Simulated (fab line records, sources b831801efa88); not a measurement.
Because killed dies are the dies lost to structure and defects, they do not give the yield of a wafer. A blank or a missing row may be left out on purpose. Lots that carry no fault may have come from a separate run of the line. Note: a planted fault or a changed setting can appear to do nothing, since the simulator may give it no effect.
fab line records    flow gf180mcu
record lots=5  wafers=15  last-day=32
route steps=602 shown TOP_METAL@576 PASSIVATION@587
lots with no fault: from the same line, run without faults
start-h: start of the lot's first displayed wafer, in hours after the record's first day    wait-h: how many hours have passed since the lot's step before this one    " unchanged from the row above    L1.1+2: one row covering several wafers at once    - no value, or no start given    * or withheld: withheld    < > ~ a bound
route shown NAME@n: names a module that has steps shown in the file, with the first one's number in the route    usual: the fault-free wafers' mean and standard deviation    same: alike in all rows    chamber/n: place in a boat    sites: readings site by site    _std_site: standard deviation across them    _edge_site: mean of outer sites minus mean of inner sites    radius-mm: how far each site lies from the wafer's centre    mask NAME#n: copy n    behind: the most recent tool/chamber to have shaped the wafer    hold: why the lot went on hold/how many hours it stayed there/how the hold came to an end    device: the transistor (n, p or np) that didn't switch    end of line: tests run on the same wafers once the route is complete    a step with no rows: only its recipe    killed: dies lost to structure and defects at the first sort, not the wafer's yield    map: a wafer's dies, marking killed ones x, the rest . and places with no die _
set.NAME: setting as actually run; set.NAME@STEP: the setting as run at that earlier step    model.NAME: the simulator's own value behind a step, which no gauge read
a table for each step, a row for each wafer; lots at some steps of the route
services: when a tool's chamber went out of use (start-h, in hours from the record's first day, below 0 if earlier), for how many hours, and the reason
## steps
# step GF_TOP_METAL_COAT_09
# recipe resist=NOVOLAK  spin-rpm=3000  resist-thk-nm=1490
lot.wafer   tool            chamber  start-h  wait-h
L076.1+3+5  litho-track-04  0        657.85   0.1
L079.1+2+5  litho-track-01  0        682.69   0.1
L080.1+2+5  litho-track-03  0        687.15   0.1
L085.2+3+4  litho-track-04  0        725.53   0.1
L087.1+3+4  litho-track-03  0        738.05   0.1
# step GF_TOP_METAL_SOFTBAKE_10
# recipe temp-c=90  time-s=60  resist=NOVOLAK
lot.wafer   tool            chamber  start-h  wait-h
L076.1+3+5  litho-track-04  0        658.00   0.1
L079.1+2+5  litho-track-01  0        682.84   0.1
L080.1+2+5  litho-track-03  0        687.30   0.1
L085.2+3+4  litho-track-04  0        725.68   0.1
L087.1+3+4  litho-track-03  0        738.20   0.1
# step GF_TOP_METAL_EXPOSE_11
# recipe mask-id=MetalTop  target-cd-nm=440  na=0.6  source-shape=conventional  sigma-outer=0.6  dose-mj=170
# usual reticle-temp-C=22.98/0.12
lot.wafer  tool              chamber  start-h  wait-h  mask        reticle-temp-C
L076.1     iline-stepper-01  0        -        -       MetalTop#0  23.20
L076.3     "                 0        "        "       MetalTop#0  23.02
L076.5     "                 0        "        "       MetalTop#0  22.89
L079.1     iline-stepper-02  0        -        -       MetalTop#0  22.95
L079.2     "                 0        "        "       MetalTop#0  23.04
L079.5     "                 0        "        "       MetalTop#0  22.97
L080.1     iline-stepper-01  0        -        -       MetalTop#0  23.00
L080.2     "                 0        "        "       MetalTop#0  23.11
L080.5     "                 0        "        "       MetalTop#0  22.92
L085.2     iline-stepper-02  0        -        -       MetalTop#0  23.17
L085.3     "                 0        "        "       MetalTop#0  23.28
L085.4     "                 0        "        "       MetalTop#0  23.09
L087.1     iline-stepper-01  0        -        -       MetalTop#0  23.18
L087.3     "                 0        "        "       MetalTop#0  23.08
L087.4     "                 0        "        "       MetalTop#0  22.94
# step GF_TOP_METAL_PEB_12
# recipe temp-c=withheld  time-s=*  resist=NOVOLAK
lot.wafer   tool            chamber  start-h  wait-h
L076.1+3+5  litho-track-01  0        -        -
L079.1+2+5  litho-track-01  0        -        -
L080.1+2+5  litho-track-04  0        -        -
L085.2+3+4  litho-track-01  0        -        -
L087.1+3+4  litho-track-04  0        -        -
# step GF_TOP_METAL_DEVELOP_13
# recipe develop-time-s=60  dev-temp-c=23
# usual developer-temp-C=22.99/0.1
lot.wafer  tool            chamber  start-h  wait-h  developer-temp-C
L076.1     litho-track-01  0        667.64   0.1     23.03
L076.3     "               0        "        "       22.96
L076.5     "               0        "        "       23.00
L079.1     litho-track-01  0        691.79   0.1     23.07
L079.2     "               0        "        "       23.04
L079.5     "               0        "        "       23.07
L080.1     litho-track-04  0        695.95   0.1     23.08
L080.2     "               0        "        "       22.93
L080.5     "               0        "        "       23.12
L085.2     litho-track-01  0        734.01   0.1     23.06
L085.3     "               0        "        "       23.03
L085.4     "               0        "        "       22.90
L087.1     litho-track-04  0        746.00   0.1     22.88
L087.3     "               0        "        "       22.97
L087.4     "               0        "        "       22.94
# step GF_TOP_METAL_CD_MEAS_14
# recipe target-cd-nm=440
# usual cd-nm=440.8/2.2
lot.wafer  tool       chamber  start-h  wait-h  cd-nm
L076.1     cd-sem-01  -        667.79   0.1     441.1
L076.3     "          -        "        "       437.9
L076.5     "          -        "        "       441.7
L079.1     cd-sem-01  -        691.99   0.2     440.1
L079.2     "          -        "        "       440.4
L079.5     "          -        "        "       440.1
L080.1     cd-sem-01  -        696.10   0.1     441.6
L080.2     "          -        "        "       443.9
L080.5     "          -        "        "       442.5
L085.2     cd-sem-01  -        734.16   0.1     437.4
L085.3     "          -        "        "       436.8
L085.4     "          -        "        "       434.9
L087.1     cd-sem-02  -        746.15   0.1     441.6
L087.3     "          -        "        "       441.1
L087.4     "          -        "        "       442.1
# step GF_TOP_METAL_OVL_MEAS_15
# usual TOP_METAL_OVL=-0.5/1.4
lot.wafer  tool        chamber  start-h  wait-h  TOP_METAL_OVL[nm]
L076.1     overlay-01  -        667.91   0.1     0.6
L076.3     "           -        "        "       0.2
L076.5     "           -        "        "       0.8
L079.1     overlay-01  -        692.11   0.1     -1.0
L079.2     "           -        "        "       -0.4
L079.5     "           -        "        "       1.8
L080.1     overlay-02  -        696.22   0.1     -2.3
L080.2     "           -        "        "       -1.2
L080.5     "           -        "        "       -1.3
L085.2     overlay-02  -        734.26   0.1     -1.0
L085.3     "           -        "        "       -0.6
L085.4     "           -        "        "       -0.2
L087.1     overlay-01  -        746.27   0.1     0.5
L087.3     "           -        "        "       0.1
L087.4     "           -        "        "       0.2
# step GF_TOP_METAL_METAL_ETCH_16
# recipe chemistry=Cl2/BCl3  mask-material=NOVOLAK  target-depth-nm=1077.5  stop-on=SiO2  pressure-mtorr=8  icp-w=800  bias-w=140  Cl2_flow_sccm=80  bcl3-flow-sccm=40  time-s=179.6
# usual drypump-motor-current-A=5.9/0.4  oes-product-au=0.965/0.0066  rf-fwd-power-W=797.1/2.7  throttle-valve-pct=28.258/0.011
lot.wafer  tool          chamber  start-h  wait-h  drypump-motor-current-A  oes-product-au  rf-fwd-power-W  rf-hours-counter-h  throttle-valve-pct
L076.1     rie-metal-03  0        667.94   0.0     6.0                      0.970           800.9           13                  28.263
L076.3     "             0        "        "       6.0                      0.977           793.8           -                   28.244
L076.5     "             1        "        "       5.5                      0.964           797.8           -                   28.249
L079.1     rie-metal-03  0        692.15   0.0     6.0                      0.971           799.2           0                   28.248
L079.2     "             1        "        "       5.5                      0.975           799.4           3                   28.253
L079.5     "             0        "        "       6.0                      0.967           796.8           -                   28.266
L080.1     rie-metal-01  1        696.26   0.0     6.6                      0.964           800.6           6                   28.257
L080.2     "             1        "        "       6.6                      0.962           798.1           -                   28.258
L080.5     "             1        "        "       6.6                      0.953           792.9           -                   28.263
L085.2     rie-metal-03  1        734.29   0.0     5.5                      0.968           798.5           5                   28.259
L085.3     "             1        "        "       5.6                      0.964           800.1           -                   28.242
L085.4     "             0        "        "       6.0                      0.971           795.3           -                   28.244
L087.1     rie-metal-02  0        746.31   0.0     5.7                      0.970           797.2           10                  28.252
L087.3     "             1        "        "       6.0                      0.975           799.5           -                   28.247
L087.4     "             0        "        "       5.7                      0.971           800.0           -                   28.277
# step GF_TOP_METAL_STRIP_17
# recipe chemistry=O2/N2  power-w=1400  pressure-mtorr=1500  platen-temp-c=250  o2-flow-sccm=3000  n2-flow-sccm=300  overash-fraction=0.5
# usual drypump-motor-current-A=5.5/0.42  heater-power-w=317/21  oes-product-au=0.710/0.0044  platen-temp-c=249.93/0.2  strip-time-to-endpoint-s=13.37/0.098
lot.wafer  tool             chamber  start-h  wait-h  drypump-motor-current-A  heater-power-w  oes-product-au  platen-temp-c  rf-hours-counter-h  strip-time-to-endpoint-s
L076.1     plasma-asher-03  1        668.12   0.1     6.0                      354             0.705           249.94         90                  13.54
L076.3     "                0        "        "       4.8                      330             0.708           249.74         -                   13.53
L076.5     "                1        "        "       6.0                      353             0.706           249.73         -                   13.31
L079.1     plasma-asher-01  0        692.32   0.1     6.2                      281             0.711           250.08         108                 13.26
L079.2     "                1        "        "       5.8                      307             0.712           250.04         108                 13.23
L079.5     "                0        "        "       6.2                      280             0.713           250.15         -                   13.24
L080.1     plasma-asher-04  0        696.61   0.3     5.1                      296             0.706           250.03         61                  13.46
L080.2     "                1        "        "       5.6                      329             0.708           249.84         61                  13.37
L080.5     "                1        "        "       5.6                      330             0.712           250.25         -                   13.40
L085.2     plasma-asher-04  1        734.47   0.1     5.6                      334             0.709           249.85         65                  13.24
L085.3     "                0        "        "       5.1                      300             0.710           250.15         -                   13.26
L085.4     "                1        "        "       5.6                      330             0.710           250.08         -                   13.27
L087.1     plasma-asher-04  0        746.48   0.1     5.1                      301             0.709           249.62         67                  13.36
L087.3     "                1        "        "       5.6                      332             0.707           250.20         -                   13.36
L087.4     "                0        "        "       5.1                      302             0.708           249.79         -                   13.34
# step GF_TOP_METAL_STRIP_18
# recipe chemistry=post-etch-residue-remover  time-s=1200  temp-c=72.5
lot.wafer   tool          chamber  start-h  wait-h
L076.1+3+5  wet-bench-03  0        668.22   0.1
L079.1+2+5  wet-bench-01  3        692.42   0.1
L080.1+2+5  wet-bench-02  3        696.71   0.1
L085.2+3+4  wet-bench-01  0        734.57   0.1
L087.1+3+4  wet-bench-02  2        746.58   0.1
# step GF_TOP_METAL_CLEAN_19
# recipe chemistry=DIW  dry=n2-spin
lot.wafer   tool          chamber  start-h  wait-h
L076.1+3+5  wet-bench-02  3        668.59   0.0
L079.1+2+5  wet-bench-02  1        693.11   0.0
L080.1+2+5  wet-bench-01  3        697.05   0.0
L085.2+3+4  wet-bench-02  0        734.91   0.0
L087.1+3+4  wet-bench-03  2        746.92   0.0
# step GF_PASSIVATION_CVD_00
# recipe material=SiO2  target-thk-nm=1000  precursor=TEOS  temp-c=400  time-s=111.95  rf-w=600
# usual heater-power-w=661/100  rf-fwd-power-W=597.3/1.8
lot.wafer  tool      chamber  start-h  wait-h  heater-power-w  rf-fwd-power-W
L076.1     pecvd-04  1        668.68   0.0     571             596.6
L076.3     "         0        "        "       579             595.5
L076.5     "         1        "        "       623             596.8
L079.1     pecvd-02  2        693.21   0.0     688             599.8
L079.2     "         1        "        "       891             597.8
L079.5     "         1        "        "       913             597.3
L080.1     pecvd-02  1        697.23   0.0     750             596.6
L080.2     "         2        "        "       627             596.0
L080.5     "         2        "        "       719             595.5
L085.2     pecvd-02  2        735.01   0.0     590             596.2
L085.3     "         0        "        "       527             597.2
L085.4     "         2        "        "       656             598.0
L087.1     pecvd-02  1        747.01   0.0     794             597.4
L087.3     "         0        "        "       580             600.5
L087.4     "         0        "        "       627             597.0
# step GF_PASSIVATION_THK_MEAS_01
# recipe reads=SiO2_of_PASSIVATION_CVD_00
# usual PASSIVATION_CVD_00_THK=998/12
lot.wafer  tool           chamber  start-h  wait-h  PASSIVATION_CVD_00_THK[nm]
L076.1     film-metro-02  -        668.76   0.0     977
L076.3     "              -        "        "       982
L076.5     "              -        "        "       997
L079.1     film-metro-02  -        693.29   0.0     1003
L079.2     "              -        "        "       993
L079.5     "              -        "        "       1016
L080.1     film-metro-04  -        697.35   0.1     984
L080.2     "              -        "        "       995
L080.5     "              -        "        "       1013
L085.2     film-metro-04  -        735.10   0.0     978
L085.3     "              -        "        "       976
L085.4     "              -        "        "       1008
L087.1     film-metro-02  -        747.09   0.0     994
L087.3     "              -        "        "       979
L087.4     "              -        "        "       1003
# step GF_PASSIVATION_CVD_02
# recipe material=Si3N4  target-thk-nm=700  time-s=486.18  temp-c=400  rf-w=450
# usual heater-power-w=718/100  rf-fwd-power-W=449.3/1.3
lot.wafer  tool      chamber  start-h  wait-h  heater-power-w  rf-fwd-power-W
L076.1     pecvd-01  1        668.82   0.1     781             448.5
L076.3     "         2        "        "       609             451.1
L076.5     "         2        "        "       509             447.5
L079.1     pecvd-01  0        693.35   0.1     776             448.0
L079.2     "         1        "        "       720             447.7
L079.5     "         1        "        "       725             448.6
L080.1     pecvd-01  1        697.41   0.1     745             449.0
L080.2     "         2        "        "       568             450.2
L080.5     "         1        "        "       784             449.3
L085.2     pecvd-01  2        735.15   0.0     610             448.7
L085.3     "         0        "        "       837             449.3
L085.4     "         2        "        "       623             449.4
L087.1     pecvd-04  1        747.15   0.1     699             450.3
L087.3     "         0        "        "       676             450.1
L087.4     "         1        "        "       545             448.5
# step GF_PASSIVATION_THK_MEAS_03
# recipe reads=Si3N4_of_PASSIVATION_CVD_02
# usual PASSIVATION_CVD_02_THK=702/9.2
lot.wafer  tool           chamber  start-h  wait-h  PASSIVATION_CVD_02_THK[nm]
L076.1     film-metro-01  -        669.11   0.1     710
L076.3     "              -        "        "       706
L076.5     "              -        "        "       719
L079.1     film-metro-01  -        693.63   0.1     705
L079.2     "              -        "        "       709
L079.5     "              -        "        "       718
L080.1     film-metro-04  -        697.70   0.1     704
L080.2     "              -        "        "       698
L080.5     "              -        "        "       706
L085.2     film-metro-02  -        735.44   0.2     706
L085.3     "              -        "        "       709
L085.4     "              -        "        "       717
L087.1     film-metro-04  -        747.44   0.1     701
L087.3     "              -        "        "       693
L087.4     "              -        "        "       702
# step GF_PASSIVATION_DEHYDRATE_04
# recipe temp-c=200  time-s=60
lot.wafer   tool            chamber  start-h  wait-h
L076.1+3+5  litho-track-02  0        677.82   8.7
L079.1+2+5  litho-track-01  0        702.09   8.4
L080.1+2+5  litho-track-02  0        706.47   8.8
L085.2+3+4  litho-track-03  0        743.73   8.3
L087.1+3+4  litho-track-01  0        754.89   7.4
# step GF_PASSIVATION_HMDS_05
# recipe prime-time-s=60  prime-temp-c=120
# usual prime-temp-c=120.00/0.12
# same prime-time-s=60
lot.wafer  tool            chamber  start-h  wait-h  prime-temp-c
L076.1     litho-track-02  0        677.97   0.1     119.96
L076.3     "               0        "        "       119.90
L076.5     "               0        "        "       119.81
L079.1     litho-track-01  0        702.24   0.1     120.06
L079.2     "               0        "        "       120.06
L079.5     "               0        "        "       120.12
L080.1     litho-track-02  0        706.62   0.1     119.96
L080.2     "               0        "        "       120.04
L080.5     "               0        "        "       120.06
L085.2     litho-track-03  0        743.88   0.1     119.82
L085.3     "               0        "        "       119.77
L085.4     "               0        "        "       119.72
L087.1     litho-track-01  0        755.04   0.1     119.89
L087.3     "               0        "        "       119.78
L087.4     "               0        "        "       119.87
# step GF_PASSIVATION_COAT_06
# recipe spin-rpm=2000  resist-thk-nm=4000
lot.wafer   tool            chamber  start-h  wait-h
L076.1+3+5  litho-track-02  0        678.12   0.1
L079.1+2+5  litho-track-01  0        702.39   0.1
L080.1+2+5  litho-track-02  0        706.77   0.1
L085.2+3+4  litho-track-03  0        744.03   0.1
L087.1+3+4  litho-track-01  0        755.19   0.1
# step GF_PASSIVATION_SOFTBAKE_07
# recipe temp-c=110  time-s=withheld
lot.wafer   tool            chamber  start-h  wait-h
L076.1+3+5  litho-track-02  0        678.27   0.1
L079.1+2+5  litho-track-01  0        702.54   0.1
L080.1+2+5  litho-track-02  0        706.92   0.1
L085.2+3+4  litho-track-03  0        744.19   0.1
L087.1+3+4  litho-track-01  0        755.34   0.1
# step GF_PASSIVATION_EXPOSE_08
# recipe mask-id=Pad  target-cd-nm=40000  na=0.57  dose-mj=310
# usual reticle-temp-C=23.01/0.1
lot.wafer  tool              chamber  start-h  wait-h  mask   reticle-temp-C
L076.1     iline-stepper-02  0        -        -       Pad#0  23.14
L076.3     "                 0        "        "       Pad#0  22.93
L076.5     "                 0        "        "       Pad#0  23.01
L079.1     iline-stepper-01  0        -        -       Pad#0  23.03
L079.2     "                 0        "        "       Pad#0  23.15
L079.5     "                 0        "        "       Pad#0  23.10
L080.1     iline-stepper-01  0        -        -       Pad#0  22.97
L080.2     "                 0        "        "       Pad#0  22.95
L080.5     "                 0        "        "       Pad#0  22.88
L085.2     iline-stepper-02  0        -        -       Pad#0  22.93
L085.3     "                 0        "        "       Pad#0  22.99
L085.4     "                 0        "        "       Pad#0  23.05
L087.1     iline-stepper-01  0        -        -       Pad#0  22.94
L087.3     "                 0        "        "       Pad#0  23.08
L087.4     "                 0        "        "       Pad#0  23.00
# step GF_PASSIVATION_PEB_09
# recipe temp-c=115  time-s=withheld
lot.wafer   tool            chamber  start-h  wait-h
L076.1+3+5  litho-track-01  0        -        -
L079.1+2+5  litho-track-01  0        -        -
L080.1+2+5  litho-track-02  0        -        -
L085.2+3+4  litho-track-02  0        -        -
L087.1+3+4  litho-track-03  0        -        -
# step GF_PASSIVATION_DEVELOP_10
# recipe develop-time-s=60  dev-temp-c=23
# usual developer-temp-C=22.99/0.13
lot.wafer  tool            chamber  start-h  wait-h  developer-temp-C
L076.1     litho-track-01  0        -        -       23.04
L076.3     "               0        "        "       22.98
L076.5     "               0        "        "       22.91
L079.1     litho-track-01  0        -        -       22.84
L079.2     "               0        "        "       22.97
L079.5     "               0        "        "       22.93
L080.1     litho-track-02  0        -        -       22.97
L080.2     "               0        "        "       22.97
L080.5     "               0        "        "       23.03
L085.2     litho-track-02  0        -        -       23.03
L085.3     "               0        "        "       23.10
L085.4     "               0        "        "       22.96
L087.1     litho-track-03  0        -        -       23.16
L087.3     "               0        "        "       23.13
L087.4     "               0        "        "       23.13
# step GF_PASSIVATION_ETCH_11
# recipe chemistry=CF4/O2  target-depth-nm=1800  stop-on=TiN  source-w=800  bias-w=150  pressure-mtorr=150  cf4-flow-sccm=80  O2_flow_sccm=10  time-s=400
# usual drypump-motor-current-A=5.7/0.33  oes-product-au=0.963/0.0076  rf-fwd-power-W=798.1/2.2  throttle-valve-pct=5.961/0.0091
lot.wafer  tool         chamber  start-h  wait-h  drypump-motor-current-A  oes-product-au  rf-fwd-power-W  rf-hours-counter-h  throttle-valve-pct
L076.1     rie-diel-03  0        688.04   -       6.4                      0.952           798.5           23                  5.959
L076.3     "            2        "        "       5.4                      0.963           798.9           15                  5.962
L076.5     "            1        "        "       5.6                      0.966           797.7           -                   5.950
L079.1     rie-diel-01  1        710.99   -       5.8                      0.970           799.1           37                  5.940
L079.2     "            0        "        "       5.9                      0.959           796.4           3                   5.966
L079.5     "            0        "        "       5.9                      0.978           795.6           -                   5.962
L080.1     rie-diel-01  2        715.77   -       6.0                      0.962           799.2           2                   5.962
L080.2     "            3        "        "       5.4                      0.957           796.0           13                  5.959
L080.5     "            0        "        "       5.9                      0.973           795.8           -                   5.947
L085.2     rie-diel-03  1        752.82   -       5.6                      0.958           797.2           24                  5.965
L085.3     "            0        "        "       6.3                      0.954           801.3           26                  5.978
L085.4     "            2        "        "       5.4                      0.968           796.1           17                  5.979
L087.1     rie-diel-04  0        763.30   -       5.8                      0.966           801.7           1                   5.959
L087.3     "            3        "        "       6.0                      0.952           796.4           19                  5.952
L087.4     "            2        "        "       5.6                      0.959           799.3           34                  5.947
# step GF_PASSIVATION_STRIP_12
# recipe chemistry=O2/N2  power-w=1453  pressure-mtorr=1500  platen-temp-c=250  o2-flow-sccm=3000  n2-flow-sccm=300  overash-fraction=0.5
# usual drypump-motor-current-A=5.6/0.56  heater-power-w=322/20  oes-product-au=0.735/0.0044  platen-temp-c=249.99/0.16  strip-time-to-endpoint-s=33.68/0.23
lot.wafer  tool             chamber  start-h  wait-h  drypump-motor-current-A  heater-power-w  oes-product-au  platen-temp-c  rf-hours-counter-h  strip-time-to-endpoint-s
L076.1     plasma-asher-04  0        688.28   0.1     5.1                      299             0.743           249.74         60                  33.37
L076.3     "                1        "        "       5.6                      331             0.728           249.90         -                   33.85
L076.5     "                1        "        "       5.6                      337             0.735           249.70         -                   33.64
L079.1     plasma-asher-03  1        711.23   0.1     6.0                      348             0.736           249.84         94                  33.55
L079.2     "                0        "        "       4.9                      341             0.741           249.95         94                  33.79
L079.5     "                1        "        "       6.0                      353             0.734           249.83         -                   33.84
L080.1     plasma-asher-02  0        716.01   0.1     6.5                      295             0.734           249.96         28                  33.99
L080.2     "                1        "        "       5.4                      317             0.735           249.95         28                  33.80
L080.5     "                0        "        "       6.5                      288             0.733           249.98         -                   33.95
L085.2     plasma-asher-02  0        753.06   0.1     6.5                      289             0.732           250.12         32                  33.70
L085.3     "                0        "        "       6.5                      287             0.729           250.05         -                   33.50
L085.4     "                1        "        "       5.4                      316             0.743           249.82         -                   34.01
L087.1     plasma-asher-04  1        763.54   0.1     5.6                      328             0.730           250.10         69                  33.87
L087.3     "                0        "        "       5.1                      298             0.733           250.42         -                   33.69
L087.4     "                1        "        "       5.6                      330             0.736           250.11         -                   33.93
# step GF_PASSIVATION_ANNEAL_13
# recipe temp-c=400  time-s=1800  ambient=N2/H2  idle-temp-c=300  ramp-up-c-per-min=10  ramp-down-c-per-min=3
# usual ramp-up-c-per-min=10.000/0.0018  spike-tc-upper-C=399.6/1.2  tube_center_temp_C_max=401.02/0.14  zone-power-upper-pct=4.69/0.05
lot.wafer  tool        chamber  start-h  wait-h  ramp-up-c-per-min  spike-tc-upper-C  tube_center_temp_C_max  zone-power-upper-pct
L076.1     furnace-01  0        688.38   0.1     10.000             398.5             401.27                  4.74
L076.3     "           0        "        "       9.9975             397.7             400.93                  4.65
L076.5     "           0        "        "       9.9995             399.6             401.29                  4.69
L079.1     furnace-01  0        711.33   0.1     9.9999             398.4             401.00                  4.74
L079.2     "           0        "        "       9.9980             400.2             401.02                  4.69
L079.5     "           0        "        "       10.001             399.1             400.88                  4.62
L080.1     furnace-02  0        716.11   0.1     10.000             399.7             401.00                  4.63
L080.2     "           0        "        "       9.9983             401.6             401.13                  4.63
L080.5     "           0        "        "       10.003             400.9             401.14                  4.68
L085.2     furnace-01  0        753.16   0.1     10.000             400.0             400.99                  4.76
L085.3     "           0        "        "       9.9999             398.9             400.92                  4.66
L085.4     "           0        "        "       9.9997             399.6             401.33                  4.72
L087.1     furnace-01  0        763.64   0.1     10.000             398.8             401.14                  4.77
L087.3     "           0        "        "       9.9995             397.7             400.98                  4.64
L087.4     "           0        "        "       10.000             398.9             400.81                  4.69
# step GF_PASSIVATION_BOW_MEAS_14
# recipe mode=bow
# usual PASSIVATION_BOW=139/11
lot.wafer  tool           chamber  start-h  wait-h  PASSIVATION_BOW[um]
L076.1     film-metro-02  -        689.88   0.0     125
L076.3     "              -        "        "       121
L076.5     "              -        "        "       121
L079.1     film-metro-04  -        712.83   0.0     132
L079.2     "              -        "        "       134
L079.5     "              -        "        "       146
L080.1     film-metro-02  -        717.61   0.0     130
L080.2     "              -        "        "       137
L080.5     "              -        "        "       147
L085.2     film-metro-01  -        754.68   0.0     140
L085.3     "              -        "        "       152
L085.4     "              -        "        "       152
L087.1     film-metro-02  -        765.14   0.0     138
L087.3     "              -        "        "       123
L087.4     "              -        "        "       139
## services
tool             chamber  start-h  hours  kind
plasma-asher-03  -        651.20   2.9    repair
rie-diel-01      2        659.19   2.0    repair
furnace-02       -        661.08   3.1    pm
pecvd-01         -        669.46   1.1    repair
rie-diel-01      1        677.24   4.0    repair
furnace-02       -        678.73   5.5    repair
pecvd-01         -        682.73   4.3    pm
rie-diel-01      3        686.88   7.9    repair
rie-diel-03      3        686.88   11.3   repair
rie-diel-04      1        688.51   27.8   repair
furnace-01       -        691.06   5.5    pm
rie-metal-01     0        692.72   8.2    repair
pecvd-02         0        695.57   20.9   repair
rie-diel-04      -        697.53   0.4    repair
furnace-01       -        703.51   3.6    pm
rie-diel-01      -        708.19   2.8    pm
rie-diel-04      -        718.23   2.5    repair
rie-diel-04      -        719.46   1.0    repair
plasma-asher-01  -        733.75   9.0    pm
rie-diel-03      2        736.74   9.9    repair
plasma-asher-03  -        747.69   14.6   pm
plasma-asher-04  -        749.69   2.8    pm
rie-metal-03     1        750.44   3.0    repair
rie-diel-03      -        753.39   28.1   pm
## key
fault none
